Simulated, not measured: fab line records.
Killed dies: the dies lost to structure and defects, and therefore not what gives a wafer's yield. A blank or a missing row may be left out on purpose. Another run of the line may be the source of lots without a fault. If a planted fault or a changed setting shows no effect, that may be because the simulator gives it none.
Matching of chambers | flow sfq-line | 4 sister chambers for SFQ_TRILAYER_I0_CMP_CMP_028 on cmp-02
The step polishes SiO2. 8 wafers are shown with their chamber, then 10 later ones without.

WAFERS, EACH WITH ITS CHAMBER
wafer  | chamber | motor-current-A (A) | time-to-endpoint-s (s)
L983.1 | 3       | 9.3                 | 212
L985.1 | 1       | 10.1                | 195
L985.4 | 3       | 9.0                 | 208
L986.1 | 1       | 10.0                | 190
L986.2 | 2       | 10.7                | 215
L986.3 | 0       | 9.7                 | 214
L994.4 | 0       | 9.6                 | 210
L994.2 | 2       | 10.8                | 211

WAFERS WITHOUT THEIR CHAMBER
wafer  | motor-current-A (A) | time-to-endpoint-s (s)
L994.6 | 9.7                 | 213
L997.1 | 10.1                | 198
L997.2 | 10.3                | 207
L997.5 | 9.8                 | 213
L999.2 | 11.1                | 219
L999.4 | 9.3                 | 223
L999.5 | 9.2                 | 216
L100.3 | 10.7                | 220
L100.2 | 9.6                 | 213
L100.6 | 10.1                | 213

EACH ONE'S CHAMBER
wafer  | from the rows above          | in truth
L994.6 | 0                            | 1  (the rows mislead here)
L997.1 | 1                            | 1
L997.2 | can't be placed: 2 or 1 or 0 | 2
L997.5 | 0                            | 0
L999.2 | 2                            | 2
L999.4 | can't be placed: 3 or 0      | 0
L999.5 | can't be placed: 3 or 0      | 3
L100.3 | 2                            | 2
L100.2 | 0                            | 0
L100.6 | can't be placed: 0 or 2      | 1
Placed correctly: 5 of 10. These rows do not allow placing 4 (true chamber among the candidates in 3). Placed wrongly: 1.
How it was worked out, from the rows above alone: a wafer's distance from a chamber is the root of the sum, over the readings, of the square of ((its reading less the chamber's mean) divided by the reading's scatter). The wafer belongs to the nearest chamber; if the next one is less than 2 further off, it can't be placed. The mean given for a chamber averages the wafers shown for that chamber. The scatter is the square root of a quotient: the sum, over the shown wafers, of each reading's squared deviation from its chamber's mean, divided by wafers minus chambers.
